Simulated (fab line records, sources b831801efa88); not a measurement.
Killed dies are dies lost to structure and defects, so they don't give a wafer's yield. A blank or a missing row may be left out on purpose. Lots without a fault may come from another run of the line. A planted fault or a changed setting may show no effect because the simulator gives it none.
Problem report in the 8D (eight disciplines) form, filled by code | flow sky130 | the parts of the form that need people (team, actions taken, sign-off) are left out

1. THE PROBLEM
run_length_s at SKY_VIA1_SOFTBAKE_08 reads a mean of 137.69 s on 3 wafers of 3 lots; wafers without a fault read 119.29 s with a standard deviation of 0.23. That is +80 standard deviations from the usual mean.
The step: time 90 s.
First seen on wafer L382.2, day 34 04:00, on litho_track-02. The record holds 41 wafers of 14 lots with a number at this step. Rule for "out", or "out of limits": more than 4 standard deviations from the usual mean. The other wafers with a number count as sound.

2. WHAT IT IS AND WHAT IT IS NOT
question                    | is                     | is not
which readings at this step | run_length_s           | -
which lots                  | L382, L383, L384       | L380, L381, L392, L394, L395, L397, L399, L400, L401, L402, L403
which wafers of those lots  | L382.2, L383.1, L384.2 | L382.3, L382.6, L383.4, L383.5, L384.6
read on which tools         | litho_track-02         | litho_track-01, litho_track-04
when                        | from day 34 04:00      | up to then (8 sound wafers); but 30 sound wafers of L383, L384, L392, L394, L395, L397, L399, L400, L401, L402, L403 came after

3. SUSPECTS, AND WHAT RULES EACH OUT
Counting: a tool at a process step up to the reading stays a suspect if it ran every lot that is out. Sound lots after the first of them don't rule it out here, since some wafers of a struck lot are sound.
- litho_track-02 at SKY_VIA1_SOFTBAKE_08 (time 90 s): kept. It ran every lot that is out, first L382 (day 34 04:00); its last sound lot up to then is L381 (day 33 12:00). Its own readings are out on those wafers: run_length_s.
Left after counting: litho_track-02 at SKY_VIA1_SOFTBAKE_08.

4. THE CAUSE (what the simulator had put in)
Process parameter drift: litho_track-02, from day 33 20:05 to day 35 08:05, at SKY_VIA1_SOFTBAKE_08. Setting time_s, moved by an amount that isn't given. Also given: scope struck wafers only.
Counting left only this tool.

5. THE CHAIN OF EFFECTS, in route order
Each row: a reading whose mean over the struck wafers that have a number lies more than 3 standard deviations from the usual. Only readings for which the record gives a usual standard deviation are gone through. hours: the time from each lot's start at the first step in this table that gives one to its start at this step, as a median over the lots. sigmas: the change in usual standard deviations.
hours | step                 | reading      | usual    | on struck wafers | change | sigmas
0     | SKY_VIA1_SOFTBAKE_08 | run_length_s | 119.29 s | 137.69           | +18.40 | +80
The process steps in it:
- SKY_VIA1_SOFTBAKE_08: time 90 s.
Later measuring or inspecting steps at which every struck wafer that the step has a row for has a number for every such reading, and none has moved that far: SKY_METAL2_CD_MEAS_15.

6. WHAT WOULD HAVE CAUGHT IT SOONER
In this record the first reading out of limits was taken at day 34 04:00, 8 hours after the fault began at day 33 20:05.
